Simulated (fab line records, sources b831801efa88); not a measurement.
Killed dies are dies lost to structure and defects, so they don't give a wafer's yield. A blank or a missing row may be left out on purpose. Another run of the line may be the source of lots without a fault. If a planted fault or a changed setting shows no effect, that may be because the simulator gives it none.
Which tool is to blame? / flow sky130 / 24 lots with 72 wafers sampled at 6 steps, on a route of 708 steps

## WHAT THE GAUGES READ, wafer by wafer
SKY_LOCAL_INTERCONNECT_OVL_MEAS_12. Usual: LOCAL_INTERCONNECT_OVL typically reads 0 nm, with standard deviation 4.3.
lot=L074; measured=day 31 00:16; on=overlay-02; LOCAL_INTERCONNECT_OVL (nm)=1 4 -1; flag=
lot=L075; measured=day 31 00:37; on=overlay-01; LOCAL_INTERCONNECT_OVL (nm)=4 6 -7; flag=
lot=L076; measured=day 31 06:00; on=overlay-01; LOCAL_INTERCONNECT_OVL (nm)=-7 -2 -3; flag=
lot=L078; measured=day 32 02:55; on=overlay-01; LOCAL_INTERCONNECT_OVL (nm)=-4 3 -3; flag=
lot=L077; measured=day 32 04:48; on=overlay-01; LOCAL_INTERCONNECT_OVL (nm)=-1 0 -1; flag=
lot=L080; measured=day 32 11:37; on=overlay-01; LOCAL_INTERCONNECT_OVL (nm)=5 -2 -5; flag=
lot=L079; measured=day 32 13:16; on=overlay-01; LOCAL_INTERCONNECT_OVL (nm)=3 -2 -4; flag=
lot=L081; measured=day 32 21:19; on=overlay-02; LOCAL_INTERCONNECT_OVL (nm)=0 -4 -4; flag=
lot=L082; measured=day 32 22:34; on=overlay-02; LOCAL_INTERCONNECT_OVL (nm)=11 8 12; flag=
lot=L083; measured=day 33 11:25; on=overlay-02; LOCAL_INTERCONNECT_OVL (nm)=1 -7 -5; flag=
lot=L084; measured=day 33 16:00; on=overlay-01; LOCAL_INTERCONNECT_OVL (nm)=-2 -6 8; flag=
lot=L085; measured=day 34 01:26; on=overlay-02; LOCAL_INTERCONNECT_OVL (nm)=4 -1 -3; flag=
lot=L087; measured=day 34 09:50; on=overlay-02; LOCAL_INTERCONNECT_OVL (nm)=3 -2 0; flag=
lot=L086; measured=day 34 10:14; on=overlay-01; LOCAL_INTERCONNECT_OVL (nm)=-1 -2 4; flag=
lot=L088; measured=day 34 13:07; on=overlay-01; LOCAL_INTERCONNECT_OVL (nm)=1 4 1; flag=
lot=L089; measured=day 34 18:10; on=overlay-02; LOCAL_INTERCONNECT_OVL (nm)=0 -4 0; flag=
lot=L090; measured=day 35 06:10; on=overlay-02; LOCAL_INTERCONNECT_OVL (nm)=0 4 1; flag=
lot=L091; measured=day 36 04:04; on=overlay-01; LOCAL_INTERCONNECT_OVL (nm)=-4 0 1; flag=
lot=L092; measured=day 36 06:01; on=overlay-02; LOCAL_INTERCONNECT_OVL (nm)=2 -8 -4; flag=
lot=L093; measured=day 36 13:43; on=overlay-02; LOCAL_INTERCONNECT_OVL (nm)=2 4 -1; flag=
lot=L094; measured=day 36 13:53; on=overlay-01; LOCAL_INTERCONNECT_OVL (nm)=5 6 0; flag=
lot=L095; measured=day 37 07:01; on=overlay-01; LOCAL_INTERCONNECT_OVL (nm)=9 6 5; flag=
lot=L096; measured=day 37 09:43; on=overlay-02; LOCAL_INTERCONNECT_OVL (nm)=1 -2 2; flag=
lot=L097; measured=day 37 11:13; on=overlay-01; LOCAL_INTERCONNECT_OVL (nm)=-1 -5 -5; flag=

SKY_METAL5_RS_MEAS_05: measures by four-point-probe. Usual: METAL5_ALCU_RS typically reads 0.0270 ohm/sq, with standard deviation 0.00039.
lot=L074; measured=day 43 07:54; on=film-metro-01; METAL5_ALCU_RS (ohm/sq)=0.0268 0.0268 0.0271; flag=
lot=L075; measured=day 43 09:57; on=film-metro-04; METAL5_ALCU_RS (ohm/sq)=0.0275 0.0272 0.0266; flag=
lot=L076; measured=day 43 10:16; on=film-metro-01; METAL5_ALCU_RS (ohm/sq)=0.0271 0.0269 0.0267; flag=
lot=L078; measured=day 44 06:35; on=film-metro-04; METAL5_ALCU_RS (ohm/sq)=0.0267 0.0268 0.0261; flag=
lot=L077; measured=day 44 06:54; on=film-metro-02; METAL5_ALCU_RS (ohm/sq)=0.0266 0.0274 0.0265; flag=
lot=L080; measured=day 44 14:37; on=film-metro-04; METAL5_ALCU_RS (ohm/sq)=0.0265 0.0268 0.0266; flag=
lot=L079; measured=day 44 15:44; on=film-metro-01; METAL5_ALCU_RS (ohm/sq)=0.0267 0.0269 0.0270; flag=
lot=L081; measured=day 44 22:13; on=film-metro-04; METAL5_ALCU_RS (ohm/sq)=0.0274 0.0266 0.0273; flag=
lot=L082; measured=day 45 01:28; on=film-metro-01; METAL5_ALCU_RS (ohm/sq)=0.0268 0.0270 0.0271; flag=
lot=L083; measured=day 45 09:14; on=film-metro-02; METAL5_ALCU_RS (ohm/sq)=0.0274 0.0274 0.0271; flag=
lot=L084; measured=day 45 13:02; on=film-metro-04; METAL5_ALCU_RS (ohm/sq)=0.0269 0.0274 0.0270; flag=
lot=L085; measured=day 45 19:11; on=film-metro-01; METAL5_ALCU_RS (ohm/sq)=0.0270 0.0268 0.0270; flag=
lot=L087; measured=day 46 02:22; on=film-metro-01; METAL5_ALCU_RS (ohm/sq)=0.0274 0.0267 0.0272; flag=
lot=L086; measured=day 46 05:11; on=film-metro-04; METAL5_ALCU_RS (ohm/sq)=0.0270 0.0272 0.0270; flag=
lot=L088; measured=day 46 05:43; on=film-metro-01; METAL5_ALCU_RS (ohm/sq)=0.0273 0.0279 0.0275; flag=
lot=L089; measured=day 46 10:35; on=film-metro-02; METAL5_ALCU_RS (ohm/sq)=0.0267 0.0270 0.0271; flag=
lot=L090; measured=day 46 22:43; on=film-metro-02; METAL5_ALCU_RS (ohm/sq)=0.0274 0.0272 0.0272; flag=
lot=L091; measured=day 47 17:26; on=film-metro-01; METAL5_ALCU_RS (ohm/sq)=0.0275 0.0275 0.0274; flag=
lot=L092; measured=day 47 18:36; on=film-metro-04; METAL5_ALCU_RS (ohm/sq)=0.0271 0.0268 0.0266; flag=
lot=L093; measured=day 47 21:32; on=film-metro-01; METAL5_ALCU_RS (ohm/sq)=0.0271 0.0272 0.0272; flag=
lot=L094; measured=day 47 21:47; on=film-metro-04; METAL5_ALCU_RS (ohm/sq)=0.0270 0.0265 0.0263; flag=
lot=L095; measured=day 48 09:07; on=film-metro-04; METAL5_ALCU_RS (ohm/sq)=0.0273 0.0274 0.0278; flag=
lot=L096; measured=day 48 11:04; on=film-metro-01; METAL5_ALCU_RS (ohm/sq)=0.0276 0.0275 0.0280; flag=
lot=L097; measured=day 48 11:39; on=film-metro-02; METAL5_ALCU_RS (ohm/sq)=0.0264 0.0265 0.0269; flag=

## WHICH TOOL RAN EACH LOT (tool, then ch and the chambers of the sampled wafers, then the start)
lot=L074; SKY_METAL1_SPUTTER_04=pvd-sputter-04, day 32 07:09; SKY_VIA1_STRIP_16=plasma-asher-03 ch 1, day 34 14:46; SKY_VIA1_CMP_24=cmp-02 ch 0,1,2, day 34 15:51; SKY_VIA3_CMP_24=cmp-01 ch 0,1, day 40 06:04
lot=L075; SKY_METAL1_SPUTTER_04=pvd-sputter-03, day 32 07:45; SKY_VIA1_STRIP_16=plasma-asher-04 ch 0,1, day 34 14:56; SKY_VIA1_CMP_24=cmp-01 ch 0,1,3, day 34 15:55; SKY_VIA3_CMP_24=cmp-01 ch 0,1,3, day 40 07:13
lot=L076; SKY_METAL1_SPUTTER_04=pvd-sputter-03, day 32 12:10; SKY_VIA1_STRIP_16=plasma-asher-01 ch 0,1, day 34 17:56; SKY_VIA1_CMP_24=cmp-01 ch 0,1,2, day 34 18:55; SKY_VIA3_CMP_24=cmp-02 ch 0,2,3, day 40 07:54
lot=L078; SKY_METAL1_SPUTTER_04=pvd-sputter-01, day 33 08:36; SKY_VIA1_STRIP_16=plasma-asher-04 ch 0,1, day 35 14:44; SKY_VIA1_CMP_24=cmp-02 ch 0,2,3, day 35 15:47; SKY_VIA3_CMP_24=cmp-01 ch 0,3, day 41 04:11
lot=L077; SKY_METAL1_SPUTTER_04=pvd-sputter-04, day 33 10:22; SKY_VIA1_STRIP_16=plasma-asher-03 ch 0,1, day 35 16:10; SKY_VIA1_CMP_24=cmp-02 ch 0,1,2, day 35 17:18; SKY_VIA3_CMP_24=cmp-02 ch 1,3, day 41 05:32
lot=L080; SKY_METAL1_SPUTTER_04=pvd-sputter-01, day 33 17:24; SKY_VIA1_STRIP_16=plasma-asher-03 ch 0,1, day 36 00:16; SKY_VIA1_CMP_24=cmp-01 ch 0,1,3, day 36 01:16; SKY_VIA3_CMP_24=cmp-01 ch 0,3, day 41 13:14
lot=L079; SKY_METAL1_SPUTTER_04=pvd-sputter-04, day 33 19:08; SKY_VIA1_STRIP_16=plasma-asher-01 ch 0,1, day 36 01:43; SKY_VIA1_CMP_24=cmp-01 ch 2,3, day 36 02:41; SKY_VIA3_CMP_24=cmp-01 ch 0,1,3, day 41 14:19
lot=L081; SKY_METAL1_SPUTTER_04=pvd-sputter-03, day 34 02:54; SKY_VIA1_STRIP_16=plasma-asher-01 ch 0,1, day 36 08:31; SKY_VIA1_CMP_24=cmp-01 ch 0,3, day 36 09:31; SKY_VIA3_CMP_24=cmp-01 ch 0,1,2, day 41 23:13
lot=L082; SKY_METAL1_SPUTTER_04=pvd-sputter-01, day 34 04:20; SKY_VIA1_STRIP_16=plasma-asher-04 ch 0,1, day 36 11:20; SKY_VIA1_CMP_24=cmp-01 ch 2,3, day 36 12:19; SKY_VIA3_CMP_24=cmp-01 ch 1,3, day 42 01:53
lot=L083; SKY_METAL1_SPUTTER_04=pvd-sputter-04, day 34 17:17; SKY_VIA1_STRIP_16=plasma-asher-04 ch 0,1, day 36 23:49; SKY_VIA1_CMP_24=cmp-01 ch 1,2,3, day 37 00:54; SKY_VIA3_CMP_24=cmp-01 ch 0,1,3, day 42 09:01
lot=L084; SKY_METAL1_SPUTTER_04=pvd-sputter-03, day 34 20:58; SKY_VIA1_STRIP_16=plasma-asher-04 ch 0,1, day 37 02:13; SKY_VIA1_CMP_24=cmp-02 ch 1,2,3, day 37 03:14; SKY_VIA3_CMP_24=cmp-01 ch 0,1,3, day 42 12:43
lot=L085; SKY_METAL1_SPUTTER_04=pvd-sputter-01, day 35 07:05; SKY_VIA1_STRIP_16=plasma-asher-03 ch 0, day 37 12:04; SKY_VIA1_CMP_24=cmp-01 ch 0,2, day 37 13:03; SKY_VIA3_CMP_24=cmp-01 ch 0,2, day 42 21:43
lot=L087; SKY_METAL1_SPUTTER_04=pvd-sputter-01, day 35 14:33; SKY_VIA1_STRIP_16=plasma-asher-01 ch 0,1, day 37 19:16; SKY_VIA1_CMP_24=cmp-02 ch 1,2,3, day 37 20:12; SKY_VIA3_CMP_24=cmp-02 ch 0,2,3, day 43 04:26
lot=L086; SKY_METAL1_SPUTTER_04=pvd-sputter-03, day 35 15:19; SKY_VIA1_STRIP_16=plasma-asher-01 ch 0,1, day 37 20:49; SKY_VIA1_CMP_24=cmp-02 ch 2,3, day 37 21:45; SKY_VIA3_CMP_24=cmp-01 ch 0,1,2, day 43 06:46
lot=L088; SKY_METAL1_SPUTTER_04=pvd-sputter-04, day 35 17:31; SKY_VIA1_STRIP_16=plasma-asher-04 ch 0,1, day 37 23:22; SKY_VIA1_CMP_24=cmp-01 ch 0,2,3, day 38 00:29; SKY_VIA3_CMP_24=cmp-01 ch 1,2, day 43 07:17
lot=L089; SKY_METAL1_SPUTTER_04=pvd-sputter-01, day 35 22:28; SKY_VIA1_STRIP_16=plasma-asher-03 ch 0, day 38 04:37; SKY_VIA1_CMP_24=cmp-02 ch 0,1,3, day 38 05:35; SKY_VIA3_CMP_24=cmp-02 ch 0,2,3, day 43 12:19
lot=L090; SKY_METAL1_SPUTTER_04=pvd-sputter-03, day 36 10:42; SKY_VIA1_STRIP_16=plasma-asher-03 ch 0,1, day 38 16:25; SKY_VIA1_CMP_24=cmp-01 ch 0,2, day 38 17:26; SKY_VIA3_CMP_24=cmp-01 ch 0,2,3, day 43 23:16
lot=L091; SKY_METAL1_SPUTTER_04=pvd-sputter-01, day 37 08:52; SKY_VIA1_STRIP_16=plasma-asher-03 ch 0,1, day 39 13:19; SKY_VIA1_CMP_24=cmp-02 ch 0,1,2, day 39 14:15; SKY_VIA3_CMP_24=cmp-02 ch 0,3, day 44 18:49
lot=L092; SKY_METAL1_SPUTTER_04=pvd-sputter-04, day 37 10:34; SKY_VIA1_STRIP_16=plasma-asher-01 ch 0,1, day 39 14:44; SKY_VIA1_CMP_24=cmp-01 ch 0,1,3, day 39 15:41; SKY_VIA3_CMP_24=cmp-02 ch 1,2,3, day 44 20:31
lot=L093; SKY_METAL1_SPUTTER_04=pvd-sputter-03, day 37 18:52; SKY_VIA1_STRIP_16=plasma-asher-04 ch 0,1, day 39 22:38; SKY_VIA1_CMP_24=cmp-01 ch 1,2, day 39 23:33; SKY_VIA3_CMP_24=cmp-01 ch 0,3, day 45 02:37
lot=L094; SKY_METAL1_SPUTTER_04=pvd-sputter-04, day 37 19:40; SKY_VIA1_STRIP_16=plasma-asher-03 ch 0,1, day 40 00:25; SKY_VIA1_CMP_24=cmp-02 ch 0,2, day 40 01:21; SKY_VIA3_CMP_24=cmp-02 ch 0,1, day 45 03:36
lot=L095; SKY_METAL1_SPUTTER_04=pvd-sputter-04, day 38 12:07; SKY_VIA1_STRIP_16=plasma-asher-01 ch 0,1, day 40 14:23; SKY_VIA1_CMP_24=cmp-02 ch 0,3, day 40 15:23; SKY_VIA3_CMP_24=cmp-02 ch 0,2,3, day 45 15:41
lot=L096; SKY_METAL1_SPUTTER_04=pvd-sputter-01, day 38 13:43; SKY_VIA1_STRIP_16=plasma-asher-01 ch 1, day 40 17:14; SKY_VIA1_CMP_24=cmp-02 ch 0,3, day 40 18:10; SKY_VIA3_CMP_24=cmp-02 ch 0,2,3, day 45 21:41
lot=L097; SKY_METAL1_SPUTTER_04=pvd-sputter-03, day 38 15:44; SKY_VIA1_STRIP_16=plasma-asher-01 ch 0,1, day 40 17:56; SKY_VIA1_CMP_24=cmp-02 ch 0,1,2, day 40 18:52; SKY_VIA3_CMP_24=cmp-01 ch 0,1,2, day 45 21:49
- SKY_METAL1_SPUTTER_04: material TiN, target thk 70 nm, time 58.3 s.
- SKY_VIA1_STRIP_16: strips in O2/N2.
- SKY_VIA1_CMP_24: polishes, stops on SiO2, t overpolish 15 s, target thk 0 nm.
- SKY_VIA3_CMP_24: polishes, stops on SiO2, t overpolish 20 s, target thk 0 nm.

## AS READ BY THE TOOLS THEMSELVES (means over the sampled wafers that have a number; for cases with no such wafer, the mark the record gives instead)
SKY_METAL1_SPUTTER_04. Usual: throttle-valve-pct 29.8 %, standard deviation 1.3.
lot=L074; tool=pvd-sputter-04; throttle-valve-pct (%)=30.8; flag=
lot=L075; tool=pvd-sputter-03; throttle-valve-pct (%)=29.0; flag=
lot=L076; tool=pvd-sputter-03; throttle-valve-pct (%)=28.5; flag=
lot=L078; tool=pvd-sputter-01; throttle-valve-pct (%)=30.3; flag=
lot=L077; tool=pvd-sputter-04; throttle-valve-pct (%)=30.1; flag=
lot=L080; tool=pvd-sputter-01; throttle-valve-pct (%)=30.6; flag=
lot=L079; tool=pvd-sputter-04; throttle-valve-pct (%)=29.0; flag=
lot=L081; tool=pvd-sputter-03; throttle-valve-pct (%)=29.6; flag=
lot=L082; tool=pvd-sputter-01; throttle-valve-pct (%)=30.2; flag=
lot=L083; tool=pvd-sputter-04; throttle-valve-pct (%)=30.1; flag=
lot=L084; tool=pvd-sputter-03; throttle-valve-pct (%)=29.8; flag=
lot=L085; tool=pvd-sputter-01; throttle-valve-pct (%)=30.3; flag=
lot=L087; tool=pvd-sputter-01; throttle-valve-pct (%)=30.7; flag=
lot=L086; tool=pvd-sputter-03; throttle-valve-pct (%)=29.5; flag=
lot=L088; tool=pvd-sputter-04; throttle-valve-pct (%)=30.8; flag=
lot=L089; tool=pvd-sputter-01; throttle-valve-pct (%)=30.6; flag=
lot=L090; tool=pvd-sputter-03; throttle-valve-pct (%)=29.0; flag=
lot=L091; tool=pvd-sputter-01; throttle-valve-pct (%)=30.1; flag=
lot=L092; tool=pvd-sputter-04; throttle-valve-pct (%)=29.8; flag=
lot=L093; tool=pvd-sputter-03; throttle-valve-pct (%)=28.9; flag=
lot=L094; tool=pvd-sputter-04; throttle-valve-pct (%)=30.7; flag=
lot=L095; tool=pvd-sputter-04; throttle-valve-pct (%)=29.7; flag=
lot=L096; tool=pvd-sputter-01; throttle-valve-pct (%)=30.9; flag=
lot=L097; tool=pvd-sputter-03; throttle-valve-pct (%)=29.0; flag=

SKY_VIA1_STRIP_16. Usual: drypump-motor-current-A 5.7 A, standard deviation 0.57; o2-flow-sccm 3001 sccm, standard deviation 9.4; oes-product-au 0.416 a.u., standard deviation 0.0047; strip-time-to-endpoint-s 4.464 s, standard deviation 0.029.
lot=L074; tool=plasma-asher-03; drypump-motor-current-A (A)=5.9; o2-flow-sccm (sccm)=3013; oes-product-au (a.u.)=0.420; strip-time-to-endpoint-s (s)=4.497; flag=
lot=L075; tool=plasma-asher-04; drypump-motor-current-A (A)=6.2; o2-flow-sccm (sccm)=3009; oes-product-au (a.u.)=0.417; strip-time-to-endpoint-s (s)=4.423; flag=
lot=L076; tool=plasma-asher-01; drypump-motor-current-A (A)=5.8; o2-flow-sccm (sccm)=3009; oes-product-au (a.u.)=0.418; strip-time-to-endpoint-s (s)=4.479; flag=
lot=L078; tool=plasma-asher-04; drypump-motor-current-A (A)=6.3; o2-flow-sccm (sccm)=2994; oes-product-au (a.u.)=0.416; strip-time-to-endpoint-s (s)=4.480; flag=
lot=L077; tool=plasma-asher-03; drypump-motor-current-A (A)=5.1; o2-flow-sccm (sccm)=3001; oes-product-au (a.u.)=0.415; strip-time-to-endpoint-s (s)=4.465; flag=
lot=L080; tool=plasma-asher-03; drypump-motor-current-A (A)=5.5; o2-flow-sccm (sccm)=2994; oes-product-au (a.u.)=0.419; strip-time-to-endpoint-s (s)=4.464; flag=
lot=L079; tool=plasma-asher-01; drypump-motor-current-A (A)=5.5; o2-flow-sccm (sccm)=3006; oes-product-au (a.u.)=0.412; strip-time-to-endpoint-s (s)=4.454; flag=
lot=L081; tool=plasma-asher-01; drypump-motor-current-A (A)=5.5; o2-flow-sccm (sccm)=3009; oes-product-au (a.u.)=0.419; strip-time-to-endpoint-s (s)=4.467; flag=
lot=L082; tool=plasma-asher-04; drypump-motor-current-A (A)=6.3; o2-flow-sccm (sccm)=2992; oes-product-au (a.u.)=0.414; strip-time-to-endpoint-s (s)=4.453; flag=
lot=L083; tool=plasma-asher-04; drypump-motor-current-A (A)=6.4; o2-flow-sccm (sccm)=2996; oes-product-au (a.u.)=0.413; strip-time-to-endpoint-s (s)=4.486; flag=
lot=L084; tool=plasma-asher-04; drypump-motor-current-A (A)=6.3; o2-flow-sccm (sccm)=3006; oes-product-au (a.u.)=0.417; strip-time-to-endpoint-s (s)=4.497; flag=
lot=L085; tool=plasma-asher-03; drypump-motor-current-A (A)=4.7; o2-flow-sccm (sccm)=2998; oes-product-au (a.u.)=0.414; strip-time-to-endpoint-s (s)=4.467; flag=
lot=L087; tool=plasma-asher-01; drypump-motor-current-A (A)=5.8; o2-flow-sccm (sccm)=3003; oes-product-au (a.u.)=0.417; strip-time-to-endpoint-s (s)=4.479; flag=
lot=L086; tool=plasma-asher-01; drypump-motor-current-A (A)=5.8; o2-flow-sccm (sccm)=2996; oes-product-au (a.u.)=0.413; strip-time-to-endpoint-s (s)=4.443; flag=
lot=L088; tool=plasma-asher-04; drypump-motor-current-A (A)=6.3; o2-flow-sccm (sccm)=3001; oes-product-au (a.u.)=0.418; strip-time-to-endpoint-s (s)=4.449; flag=
lot=L089; tool=plasma-asher-03; drypump-motor-current-A (A)=4.7; o2-flow-sccm (sccm)=3002; oes-product-au (a.u.)=0.415; strip-time-to-endpoint-s (s)=4.463; flag=
lot=L090; tool=plasma-asher-03; drypump-motor-current-A (A)=5.1; o2-flow-sccm (sccm)=3003; oes-product-au (a.u.)=0.415; strip-time-to-endpoint-s (s)=4.457; flag=
lot=L091; tool=plasma-asher-03; drypump-motor-current-A (A)=5.1; o2-flow-sccm (sccm)=3004; oes-product-au (a.u.)=0.418; strip-time-to-endpoint-s (s)=4.502; flag=
lot=L092; tool=plasma-asher-01; drypump-motor-current-A (A)=5.5; o2-flow-sccm (sccm)=3004; oes-product-au (a.u.)=0.416; strip-time-to-endpoint-s (s)=4.448; flag=
lot=L093; tool=plasma-asher-04; drypump-motor-current-A (A)=6.3; o2-flow-sccm (sccm)=2990; oes-product-au (a.u.)=0.415; strip-time-to-endpoint-s (s)=4.444; flag=
lot=L094; tool=plasma-asher-03; drypump-motor-current-A (A)=5.5; o2-flow-sccm (sccm)=2998; oes-product-au (a.u.)=0.411; strip-time-to-endpoint-s (s)=4.435; flag=
lot=L095; tool=plasma-asher-01; drypump-motor-current-A (A)=5.5; o2-flow-sccm (sccm)=2999; oes-product-au (a.u.)=0.418; strip-time-to-endpoint-s (s)=4.494; flag=
lot=L096; tool=plasma-asher-01; drypump-motor-current-A (A)=5.3; o2-flow-sccm (sccm)=3005; oes-product-au (a.u.)=0.417; strip-time-to-endpoint-s (s)=4.430; flag=
lot=L097; tool=plasma-asher-01; drypump-motor-current-A (A)=5.5; o2-flow-sccm (sccm)=3010; oes-product-au (a.u.)=0.419; strip-time-to-endpoint-s (s)=4.474; flag=

SKY_VIA1_CMP_24. Usual: head-pressure-psi 3.499 psi, standard deviation 0.0078; motor-current-A 11.0 A, standard deviation 1.3; overpolish-run-s 15.001 s, standard deviation 0.0092; time-to-endpoint-s 67 s, standard deviation 3.3.
lot=L074; tool=cmp-02; head-pressure-psi (psi)=3.489; motor-current-A (A)=10.8; overpolish-run-s (s)=15.017; time-to-endpoint-s (s)=66; flag=
lot=L075; tool=cmp-01; head-pressure-psi (psi)=3.496; motor-current-A (A)=11.3; overpolish-run-s (s)=14.996; time-to-endpoint-s (s)=65; flag=
lot=L076; tool=cmp-01; head-pressure-psi (psi)=3.503; motor-current-A (A)=11.4; overpolish-run-s (s)=15.001; time-to-endpoint-s (s)=66; flag=
lot=L078; tool=cmp-02; head-pressure-psi (psi)=3.502; motor-current-A (A)=10.4; overpolish-run-s (s)=15.003; time-to-endpoint-s (s)=70; flag=
lot=L077; tool=cmp-02; head-pressure-psi (psi)=3.499; motor-current-A (A)=11.0; overpolish-run-s (s)=14.998; time-to-endpoint-s (s)=67; flag=
lot=L080; tool=cmp-01; head-pressure-psi (psi)=3.504; motor-current-A (A)=11.4; overpolish-run-s (s)=14.994; time-to-endpoint-s (s)=68; flag=
lot=L079; tool=cmp-01; head-pressure-psi (psi)=3.499; motor-current-A (A)=11.3; overpolish-run-s (s)=14.997; time-to-endpoint-s (s)=66; flag=
lot=L081; tool=cmp-01; head-pressure-psi (psi)=3.495; motor-current-A (A)=12.4; overpolish-run-s (s)=15.007; time-to-endpoint-s (s)=64; flag=
lot=L082; tool=cmp-01; head-pressure-psi (psi)=3.496; motor-current-A (A)=11.0; overpolish-run-s (s)=15.003; time-to-endpoint-s (s)=64; flag=
lot=L083; tool=cmp-01; head-pressure-psi (psi)=3.501; motor-current-A (A)=10.8; overpolish-run-s (s)=14.996; time-to-endpoint-s (s)=68; flag=
lot=L084; tool=cmp-02; head-pressure-psi (psi)=3.501; motor-current-A (A)=10.0; overpolish-run-s (s)=15.005; time-to-endpoint-s (s)=68; flag=
lot=L085; tool=cmp-01; head-pressure-psi (psi)=3.502; motor-current-A (A)=12.3; overpolish-run-s (s)=14.999; time-to-endpoint-s (s)=70; flag=
lot=L087; tool=cmp-02; head-pressure-psi (psi)=3.503; motor-current-A (A)=10.2; overpolish-run-s (s)=14.996; time-to-endpoint-s (s)=69; flag=
lot=L086; tool=cmp-02; head-pressure-psi (psi)=3.499; motor-current-A (A)=9.7; overpolish-run-s (s)=15.009; time-to-endpoint-s (s)=68; flag=
lot=L088; tool=cmp-01; head-pressure-psi (psi)=3.500; motor-current-A (A)=12.0; overpolish-run-s (s)=15.000; time-to-endpoint-s (s)=67; flag=
lot=L089; tool=cmp-02; head-pressure-psi (psi)=3.494; motor-current-A (A)=10.6; overpolish-run-s (s)=14.996; time-to-endpoint-s (s)=68; flag=
lot=L090; tool=cmp-01; head-pressure-psi (psi)=3.497; motor-current-A (A)=13.6; overpolish-run-s (s)=14.998; time-to-endpoint-s (s)=65; flag=
lot=L091; tool=cmp-02; head-pressure-psi (psi)=3.500; motor-current-A (A)=10.8; overpolish-run-s (s)=14.994; time-to-endpoint-s (s)=71; flag=
lot=L092; tool=cmp-01; head-pressure-psi (psi)=3.495; motor-current-A (A)=11.6; overpolish-run-s (s)=15.001; time-to-endpoint-s (s)=68; flag=
lot=L093; tool=cmp-01; head-pressure-psi (psi)=3.496; motor-current-A (A)=10.1; overpolish-run-s (s)=14.998; time-to-endpoint-s (s)=71; flag=
lot=L094; tool=cmp-02; head-pressure-psi (psi)=3.502; motor-current-A (A)=11.3; overpolish-run-s (s)=14.997; time-to-endpoint-s (s)=64; flag=
lot=L095; tool=cmp-02; head-pressure-psi (psi)=3.492; motor-current-A (A)=10.6; overpolish-run-s (s)=15.002; time-to-endpoint-s (s)=65; flag=
lot=L096; tool=cmp-02; head-pressure-psi (psi)=3.501; motor-current-A (A)=11.1; overpolish-run-s (s)=15.007; time-to-endpoint-s (s)=64; flag=
lot=L097; tool=cmp-02; head-pressure-psi (psi)=3.489; motor-current-A (A)=10.5; overpolish-run-s (s)=15.004; time-to-endpoint-s (s)=68; flag=

SKY_VIA3_CMP_24. Usual: head-pressure-psi 3.498 psi, standard deviation 0.0075; motor-current-A 11.2 A, standard deviation 1.4; overpolish-run-s 19.999 s, standard deviation 0.0092; time-to-endpoint-s 97 s, standard deviation 4.5.
lot=L074; tool=cmp-01; head-pressure-psi (psi)=3.499; motor-current-A (A)=12.3; overpolish-run-s (s)=19.995; time-to-endpoint-s (s)=94; flag=
lot=L075; tool=cmp-01; head-pressure-psi (psi)=3.498; motor-current-A (A)=11.6; overpolish-run-s (s)=20.012; time-to-endpoint-s (s)=95; flag=
lot=L076; tool=cmp-02; head-pressure-psi (psi)=3.499; motor-current-A (A)=10.4; overpolish-run-s (s)=19.998; time-to-endpoint-s (s)=96; flag=
lot=L078; tool=cmp-01; head-pressure-psi (psi)=3.502; motor-current-A (A)=12.9; overpolish-run-s (s)=20.003; time-to-endpoint-s (s)=93; flag=
lot=L077; tool=cmp-02; head-pressure-psi (psi)=3.499; motor-current-A (A)=10.1; overpolish-run-s (s)=19.991; time-to-endpoint-s (s)=98; flag=
lot=L080; tool=cmp-01; head-pressure-psi (psi)=3.495; motor-current-A (A)=12.1; overpolish-run-s (s)=19.991; time-to-endpoint-s (s)=100; flag=
lot=L079; tool=cmp-01; head-pressure-psi (psi)=3.502; motor-current-A (A)=11.9; overpolish-run-s (s)=20.003; time-to-endpoint-s (s)=95; flag=
lot=L081; tool=cmp-01; head-pressure-psi (psi)=3.494; motor-current-A (A)=11.6; overpolish-run-s (s)=20.000; time-to-endpoint-s (s)=94; flag=
lot=L082; tool=cmp-01; head-pressure-psi (psi)=3.497; motor-current-A (A)=10.3; overpolish-run-s (s)=20.001; time-to-endpoint-s (s)=102; flag=
lot=L083; tool=cmp-01; head-pressure-psi (psi)=3.502; motor-current-A (A)=11.7; overpolish-run-s (s)=20.009; time-to-endpoint-s (s)=92; flag=
lot=L084; tool=cmp-01; head-pressure-psi (psi)=3.495; motor-current-A (A)=11.7; overpolish-run-s (s)=20.000; time-to-endpoint-s (s)=94; flag=
lot=L085; tool=cmp-01; head-pressure-psi (psi)=3.500; motor-current-A (A)=11.8; overpolish-run-s (s)=20.001; time-to-endpoint-s (s)=91; flag=
lot=L087; tool=cmp-02; head-pressure-psi (psi)=3.497; motor-current-A (A)=10.5; overpolish-run-s (s)=20.001; time-to-endpoint-s (s)=95; flag=
lot=L086; tool=cmp-01; head-pressure-psi (psi)=3.506; motor-current-A (A)=11.6; overpolish-run-s (s)=19.995; time-to-endpoint-s (s)=96; flag=
lot=L088; tool=cmp-01; head-pressure-psi (psi)=3.494; motor-current-A (A)=10.2; overpolish-run-s (s)=19.997; time-to-endpoint-s (s)=95; flag=
lot=L089; tool=cmp-02; head-pressure-psi (psi)=3.505; motor-current-A (A)=10.6; overpolish-run-s (s)=20.004; time-to-endpoint-s (s)=102; flag=
lot=L090; tool=cmp-01; head-pressure-psi (psi)=3.498; motor-current-A (A)=11.9; overpolish-run-s (s)=20.001; time-to-endpoint-s (s)=95; flag=
lot=L091; tool=cmp-02; head-pressure-psi (psi)=3.501; motor-current-A (A)=11.1; overpolish-run-s (s)=19.988; time-to-endpoint-s (s)=95; flag=
lot=L092; tool=cmp-02; head-pressure-psi (psi)=3.504; motor-current-A (A)=10.4; overpolish-run-s (s)=19.991; time-to-endpoint-s (s)=101; flag=
lot=L093; tool=cmp-01; head-pressure-psi (psi)=3.505; motor-current-A (A)=12.3; overpolish-run-s (s)=19.996; time-to-endpoint-s (s)=95; flag=
lot=L094; tool=cmp-02; head-pressure-psi (psi)=3.495; motor-current-A (A)=10.8; overpolish-run-s (s)=19.999; time-to-endpoint-s (s)=103; flag=
lot=L095; tool=cmp-02; head-pressure-psi (psi)=3.494; motor-current-A (A)=10.7; overpolish-run-s (s)=19.998; time-to-endpoint-s (s)=97; flag=
lot=L096; tool=cmp-02; head-pressure-psi (psi)=3.502; motor-current-A (A)=10.6; overpolish-run-s (s)=19.994; time-to-endpoint-s (s)=97; flag=
lot=L097; tool=cmp-01; head-pressure-psi (psi)=3.505; motor-current-A (A)=11.4; overpolish-run-s (s)=19.997; time-to-endpoint-s (s)=94; flag=

## THE ANSWER, worked out from the rows above alone
Rule: a lot is off if the mean of its wafers that have a number lies more than 3 standard deviations from the usual mean. Also off: a lot with no number at a reading for which 4 or more lots have one. Any other lot the step has rows for is counted as sound. Order of review: gauges by route order, followed by the tools' own readings, for which a lot's mean as printed above is used. At the first step where some lot is off, the reading lying furthest off is the one used; lots without a number count as furthest.
None of the lots is off at any reading shown; this tells nothing.

## WHAT THE SIMULATOR HAD PUT IN
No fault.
